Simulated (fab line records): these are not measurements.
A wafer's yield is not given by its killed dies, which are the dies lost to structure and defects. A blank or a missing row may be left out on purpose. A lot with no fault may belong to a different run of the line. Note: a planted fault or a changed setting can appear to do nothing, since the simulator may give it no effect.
Matching of chambers ; flow sky130 ; SKY_FIELD_ISO_CMP_27 on cmp-01 has 4 sister chambers
The step polishes, stops on Si3N4, t overpolish 16 s, target thk 457.8 nm. 14 wafers are shown with their chamber, then 7 later ones without.

== WAFERS PAIRED WITH THEIR CHAMBERS ==
wafer;chamber;motor current A (A);overpolish run s (s);time to endpoint s (s)
L311.2;1;13.8;16.008;111
L311.4;0;11.1;16.003;112
L311.5;0;10.6;15.995;112
L313.2;0;11.2;16.005;112
L313.3;3;12.2;16.003;108
L313.4;2;12.5;15.988;110
L314.2;3;12.3;15.989;111
L314.3;0;10.9;15.999;114
L314.5;0;11.3;16.007;111
L316.1;0;10.8;16.012;116
L316.3;2;11.8;16.003;110
L316.4;3;12.4;16.003;111
L315.3;2;11.9;15.993;107
L315.5;1;14.5;16.012;115

SIGNATURES, as means of the wafers listed above
reading;chamber 0;chamber 1;chamber 2;chamber 3;scatter within a chamber
motor current A;10.983;14.150;12.067;12.300;0.3
overpolish run s;16.00350;16.01000;15.99467;15.99833;0.00659
time to endpoint s;112.83;113.00;109.00;110.00;1.92
Rule: for a wafer and a chamber, the distance is found by dividing, reading by reading, the gap between the wafer's reading and the chamber's mean by the reading's scatter, squaring, summing and taking the root. If the next closest chamber is less than 2 further off than the closest, the wafer can't be placed; otherwise it belongs to the closest. The scatter: the root of (the sum of the squares of (reading less its chamber's mean) over the shown wafers, divided by (wafers less chambers)).

== WAFERS WITHOUT THEIR CHAMBER ==
wafer;motor current A (A);overpolish run s (s);time to endpoint s (s)
L315.6;10.9;16.000;108
L326.3;12.2;16.002;107
L326.5;14.4;16.016;110
L326.6;11.8;16.008;107
L328.2;11.4;15.983;107
L328.4;14.5;16.006;110
L328.6;11.7;16.000;113

== WHICH CHAMBER EACH ONE RAN IN ==
wafer;from the rows above;in truth
L315.6;can't be placed: 0 or 2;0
L326.3;can't be placed: 2 or 3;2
L326.5;1;1
L326.6;can't be placed: 2 or 3 or 0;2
L328.2;can't be placed: 2 or 3 or 0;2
L328.4;1;1
L328.6;can't be placed: 0 or 2 or 3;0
Correct placement for 2 of the 7. These rows do not allow placing 5 (true chamber among the candidates in 5). 0 placed wrongly.
